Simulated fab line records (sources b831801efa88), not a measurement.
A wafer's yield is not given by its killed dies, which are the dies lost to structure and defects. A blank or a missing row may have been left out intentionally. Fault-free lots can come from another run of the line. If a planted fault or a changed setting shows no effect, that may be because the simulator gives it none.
Which tool is to blame? / flow sky130 / Sampling: 15 lots, 45 wafers, 2 of 708 route steps

== WHAT THE GAUGES SHOWED, per wafer ==
SKY_CAPM_THK_MEAS_04: measures by xrf.
lot=L580; measured=day 37 02:27; on=filmMetro-03; CAPM_TIN_THK (nm)=201.8 200.5 203.2
lot=L583; measured=day 37 20:01; on=filmMetro-04; CAPM_TIN_THK (nm)=198.2 198.8 197.7
lot=L581; measured=day 37 21:00; on=filmMetro-03; CAPM_TIN_THK (nm)=199.7 199.7 201.2
lot=L584; measured=day 37 23:04; on=filmMetro-01; CAPM_TIN_THK (nm)=200.7 201.1 202.2
lot=L585; measured=day 38 20:35; on=filmMetro-04; CAPM_TIN_THK (nm)=201.4 200.3 199.6
lot=L587; measured=day 38 23:36; on=filmMetro-03; CAPM_TIN_THK (nm)=199.1 199.9 198.5
lot=L589; measured=day 39 19:11; on=filmMetro-04; CAPM_TIN_THK (nm)=202.4 200.5 200.3
lot=L590; measured=day 40 08:09; on=filmMetro-01; CAPM_TIN_THK (nm)=199.6 198.9 198.4
lot=L591; measured=day 40 08:52; on=filmMetro-01; CAPM_TIN_THK (nm)=200.0 200.1 200.4
lot=L592; measured=day 40 13:31; on=filmMetro-04; CAPM_TIN_THK (nm)=198.4 198.7 198.0
lot=L595; measured=day 41 14:14; on=filmMetro-01; CAPM_TIN_THK (nm)=200.6 201.5 201.7
lot=L596; measured=day 41 16:08; on=filmMetro-04; CAPM_TIN_THK (nm)=201.4 201.8 197.9
lot=L597; measured=day 42 04:05; on=filmMetro-04; CAPM_TIN_THK (nm)=198.6 199.3 198.4
lot=L598; measured=day 42 05:35; on=filmMetro-04; CAPM_TIN_THK (nm)=201.0 200.3 201.4
lot=L601; measured=day 42 18:08; on=filmMetro-01; CAPM_TIN_THK (nm)=198.9 199.8 199.6

== TOOL THAT RAN EACH LOT (tool first, then ch and the chambers of the sampled wafers, then the start) ==
lot=L580; SKY_VIA2_SPUTTER_20=pvdSputter-04, day 37 01:17
lot=L583; SKY_VIA2_SPUTTER_20=pvdSputter-04, day 37 18:53
lot=L581; SKY_VIA2_SPUTTER_20=pvdSputter-01, day 37 19:52
lot=L584; SKY_VIA2_SPUTTER_20=pvdSputter-01, day 37 21:54
lot=L585; SKY_VIA2_SPUTTER_20=pvdSputter-03, day 38 19:27
lot=L587; SKY_VIA2_SPUTTER_20=pvdSputter-04, day 38 22:28
lot=L589; SKY_VIA2_SPUTTER_20=pvdSputter-04, day 39 18:03
lot=L590; SKY_VIA2_SPUTTER_20=pvdSputter-04, day 40 07:00
lot=L591; SKY_VIA2_SPUTTER_20=pvdSputter-01, day 40 07:43
lot=L592; SKY_VIA2_SPUTTER_20=pvdSputter-01, day 40 12:20
lot=L595; SKY_VIA2_SPUTTER_20=pvdSputter-01, day 41 13:06
lot=L596; SKY_VIA2_SPUTTER_20=pvdSputter-04, day 41 14:59
lot=L597; SKY_VIA2_SPUTTER_20=pvdSputter-04, day 42 02:56
lot=L598; SKY_VIA2_SPUTTER_20=pvdSputter-04, day 42 04:18
lot=L601; SKY_VIA2_SPUTTER_20=pvdSputter-03, day 42 16:59
- SKY_VIA2_SPUTTER_20: material TiN, target thk 20 nm, time 80 s.

== WHAT THE TOOLS THEMSELVES READ (means of the sampled wafers that have a number; where no wafer has one, the mark that the record gives instead) ==
SKY_VIA2_SPUTTER_20.
lot=L580; tool=pvdSputter-04; cathodeDcPowerW (W)=3999.8; throttleValvePct (%)=30.2
lot=L583; tool=pvdSputter-04; cathodeDcPowerW (W)=4000.6; throttleValvePct (%)=30.3
lot=L581; tool=pvdSputter-01; cathodeDcPowerW (W)=4000.3; throttleValvePct (%)=30.2
lot=L584; tool=pvdSputter-01; cathodeDcPowerW (W)=4000.6; throttleValvePct (%)=30.0
lot=L585; tool=pvdSputter-03; cathodeDcPowerW (W)=4000.2; throttleValvePct (%)=30.3
lot=L587; tool=pvdSputter-04; cathodeDcPowerW (W)=3999.5; throttleValvePct (%)=29.9
lot=L589; tool=pvdSputter-04; cathodeDcPowerW (W)=4000.1; throttleValvePct (%)=31.1
lot=L590; tool=pvdSputter-04; cathodeDcPowerW (W)=3999.5; throttleValvePct (%)=28.6
lot=L591; tool=pvdSputter-01; cathodeDcPowerW (W)=3999.7; throttleValvePct (%)=29.3
lot=L592; tool=pvdSputter-01; cathodeDcPowerW (W)=4000.1; throttleValvePct (%)=29.7
lot=L595; tool=pvdSputter-01; cathodeDcPowerW (W)=4000.5; throttleValvePct (%)=29.6
lot=L596; tool=pvdSputter-04; cathodeDcPowerW (W)=4000.3; throttleValvePct (%)=30.5
lot=L597; tool=pvdSputter-04; cathodeDcPowerW (W)=4000.1; throttleValvePct (%)=30.2
lot=L598; tool=pvdSputter-04; cathodeDcPowerW (W)=4000.0; throttleValvePct (%)=30.4
lot=L601; tool=pvdSputter-03; cathodeDcPowerW (W)=4000.2; throttleValvePct (%)=29.6

== THE ANSWER, worked out from the rows above alone ==
Rule: the usual values come from the lots themselves. Put in order of their means at a reading, lots are off if they are a third of the lots or fewer, leave a main group of 4 or more, and stand apart from it by a gap of 3 or more times the standard deviation of the main group's means; of several such gaps the widest counts. Not used: any main group whose means are identical at the precision the tables above print for the reading. Also off: a lot with no number at a reading for which 4 or more lots have one. Where the step has rows for the other lots, those lots are counted as sound. After the gauges, taken in route order, come the tools' own readings; for these a lot's mean is taken, as printed above. At the first step where some lot is off, the reading lying furthest off is the one used; lots without a number count as furthest.
No lot is off at any reading shown: from this, nothing can be told.

== WHAT THE SIMULATOR HAD INSERTED ==
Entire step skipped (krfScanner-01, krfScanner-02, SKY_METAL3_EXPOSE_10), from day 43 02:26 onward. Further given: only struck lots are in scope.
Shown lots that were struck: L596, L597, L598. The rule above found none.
